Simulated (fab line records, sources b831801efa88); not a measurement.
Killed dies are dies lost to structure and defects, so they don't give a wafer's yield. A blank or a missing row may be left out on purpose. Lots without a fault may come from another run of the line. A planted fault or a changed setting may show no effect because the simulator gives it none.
A struck lot beside a sound one | flow sky130 | 44 steps out of a route of 708
Sound: wafers L102.2, L102.5, L102.6. Struck: wafers L107.2, L107.4, L107.5. The cause comes at the end.
At each step with rows: each side's tool, then ch and its chambers, then its first start. Under that, the readings that differ: sound wafers | struck wafers | difference of the means | sigmas: that difference in standard deviations of wafers without a fault.
alike: readings whose means differ by less than 2 such deviations, and words and numbers that are the same on both sides. not compared: withheld readings, readings that some wafer has no value for, bounds like >300 that may hide the same value, and numbers for which the record gives no deviation and whose values overlap.
The two part at a step that has a row with sigmas, a row that says differs or no value, or rows on one side only. Numbers that don't overlap but have no deviation are shown without sigmas and don't part them. A reading that every wafer of one side lacks parts them only if that side has two wafers or more.

first, 2 steps without rows for these wafers: SKY_DNWELL_DEVELOP_06 (develop time 60 s); SKY_DNWELL_IMPLANT_07.
SKY_DNWELL_STRIP_08: strips in O2/N2.
  sound on plasma_asher-01 ch 0,1, day 3 13:43; struck on plasma_asher-02 ch 0,1, day 4 19:10
  alike: drypump_motor_current_A, oes_product_au, strip_time_to_endpoint_s
  not compared: rf_hours_counter_h
SKY_DNWELL_TW_MEAS_09:
  sound on film_metro-01, day 3 13:49; struck on film_metro-03, day 4 19:16
  alike: DNWELL_TW
then, 7 steps without rows for these wafers: SKY_PWDE_DEHYDRATE_00 (time 60 s); SKY_PWDE_HMDS_01 (prime time 60 s); SKY_PWDE_COAT_02 (resist thk 3000 nm); SKY_PWDE_SOFTBAKE_03; SKY_PWDE_EXPOSE_04 (exposes mask PWDEM, target cd 840 nm); SKY_PWDE_PEB_05; SKY_PWDE_DEVELOP_06 (develop time 60 s).
SKY_PWDE_OVL_MEAS_07:
  sound on overlay-01, day 4 06:35; struck on overlay-02, day 5 12:17
  alike: PWDE_OVL
SKY_PWDE_IMPLANT_08:
  sound on implanter-01 ch 0, day 4 06:38; struck on implanter-01 ch 0, day 5 12:20
  reading            | sound                       | struck                        | difference | sigmas
  dose_ions_cm2      | 3.602e+12 3.6e+12 3.601e+12 | 4.574e+12 4.579e+12 4.576e+12 | +9.753e+11 | +99 or more
  faraday_current_uA | 20.7 20.6 21.0              | 26.1 26.2 26.6                | +5.5       | +14
  alike: beam_on_s
SKY_PWDE_STRIP_09: strips in O2/N2.
  sound on plasma_asher-02 ch 0,1, day 4 06:46; struck on plasma_asher-02 ch 0,1, day 5 12:28
  alike: drypump_motor_current_A, oes_product_au, strip_time_to_endpoint_s
  not compared: rf_hours_counter_h
SKY_PWDE_TW_MEAS_10:
  sound on film_metro-02, day 4 06:52; struck on film_metro-01, day 5 12:34
  reading | sound             | struck            | difference | sigmas
  PWDE_TW | 371.6 371.7 370.6 | 402.7 402.9 402.6 | +31.4      | +17
then, 7 steps without rows for these wafers: SKY_NWELL_DEHYDRATE_03 (time 60 s); SKY_NWELL_HMDS_04 (prime time 60 s); SKY_NWELL_COAT_05 (resist thk 3000 nm); SKY_NWELL_SOFTBAKE_06; SKY_NWELL_EXPOSE_07 (exposes mask NWM, target cd 840 nm); SKY_NWELL_PEB_08; SKY_NWELL_DEVELOP_09 (develop time 60 s).
SKY_NWELL_OVL_MEAS_10:
  sound on overlay-02, day 4 23:58; struck on overlay-02, day 6 06:55
  alike: NWELL_00_OVL
then, 3 steps without rows for these wafers: SKY_NWELL_IMPLANT_11; SKY_NWELL_IMPLANT_12; SKY_NWELL_IMPLANT_13.
SKY_NWELL_STRIP_14: strips in O2/N2.
  sound on plasma_asher-03 ch 0,1, day 5 00:27; struck on plasma_asher-03 ch 0,1, day 6 07:24
  alike: drypump_motor_current_A, oes_product_au, strip_time_to_endpoint_s
  not compared: rf_hours_counter_h
SKY_NWELL_TW_MEAS_15:
  sound on film_metro-03, day 5 00:34; struck on film_metro-01, day 6 07:31
  alike: NWELL_TW
then, 7 steps without rows for these wafers: SKY_NWELL_DEHYDRATE_16 (time 60 s); SKY_NWELL_HMDS_17 (prime time 60 s); SKY_NWELL_COAT_18 (resist thk 3000 nm); SKY_NWELL_SOFTBAKE_19; SKY_NWELL_EXPOSE_20 (exposes mask NWM COMPLEMENT, target cd 840 nm); SKY_NWELL_PEB_21; SKY_NWELL_DEVELOP_22 (develop time 60 s).
SKY_NWELL_OVL_MEAS_23:
  sound on overlay-01, day 5 18:52; struck on overlay-02, day 7 02:23
  alike: NWELL_01_OVL
then, 1 step without rows for these wafers: SKY_NWELL_IMPLANT_24.
SKY_NWELL_STRIP_25: strips in O2/N2.
  sound on plasma_asher-02 ch 0,1, day 5 19:03; struck on plasma_asher-04 ch 0,1, day 7 02:34
  alike: drypump_motor_current_A, oes_product_au, strip_time_to_endpoint_s
  not compared: rf_hours_counter_h
SKY_NWELL_TW_MEAS_26:
  sound on film_metro-02, day 5 19:10; struck on film_metro-02, day 7 02:40
  alike: NWELL_2_TW
then, 1 step without rows for these wafers: SKY_NWELL_CLEAN_27 (cleans in SC1/SC2, time 150 s).
SKY_NWELL_RTA_28: time 30 s.
  sound on rtp_anneal-01 ch 0, day 5 19:16; struck on rtp_anneal-02 ch 0, day 7 02:48
  reading            | sound             | struck            | difference | sigmas
  lamp_power_pct (%) | 25.28 25.16 25.30 | 25.31 25.44 25.36 | +0.12      | +2
  alike: wafer_temp_C_max
SKY_NWELL_RS_MEAS_29: measures by four-point-probe.
  sound on film_metro-02, day 5 19:23; struck on film_metro-01, day 7 02:54
  alike: NWELL_RS
SKY_NWELL_RS_MEAS_31: measures by four-point-probe.
  sound on film_metro-02, day 5 19:37; struck on film_metro-01, day 7 03:08
  reading          | sound          | struck         | difference | sigmas
  PWDE_RS (ohm/sq) | 5279 5277 5283 | 4373 4366 4370 | -910       | -48
-- the record jumps here: 40 days lie between the struck wafers' starts before and after (it left off in module NWELL and takes up again in module PAD_OPEN, whose first step shown is number 708 of the route) --
SKY_PAD_OPEN_PROBE_99:
  sound on prober-01, day 46 08:48; struck on prober-01, day 47 10:18
  reading                                   | sound                        | struck         | difference | sigmas
  model.etest.res_p_drift_20v.line_ohm_um   | 1.129e+04 1.12e+04 1.108e+04 | 9721 9494 9336 | -1673      |
  model.etest.res_p_drift_20v.rs_ohm_sq     | 9458 9292 9260               | 8171 8010 7775 | -1351      |
  model.etest.res_pwde_under_gate.rs_ohm_sq | 6203 6155 6182               | 4972 4947 4954 | -1222      |
  alike: killed_at_M0_to_M3, killed_at_M4_up, killed_at_contacts, killed_at_front_end, killed_at_other, killed_dies, killed_open, killed_short

WHERE THEY PART
First at SKY_PWDE_IMPLANT_08; last, within this record, at SKY_NWELL_RS_MEAS_31. Later steps at which nothing parts them and some readings are alike: SKY_PAD_OPEN_PROBE_99.

WHY: what the simulator had put in
Process parameter drift: implanter-01, from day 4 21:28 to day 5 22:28, at SKY_PWDE_IMPLANT_08. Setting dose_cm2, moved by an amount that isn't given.
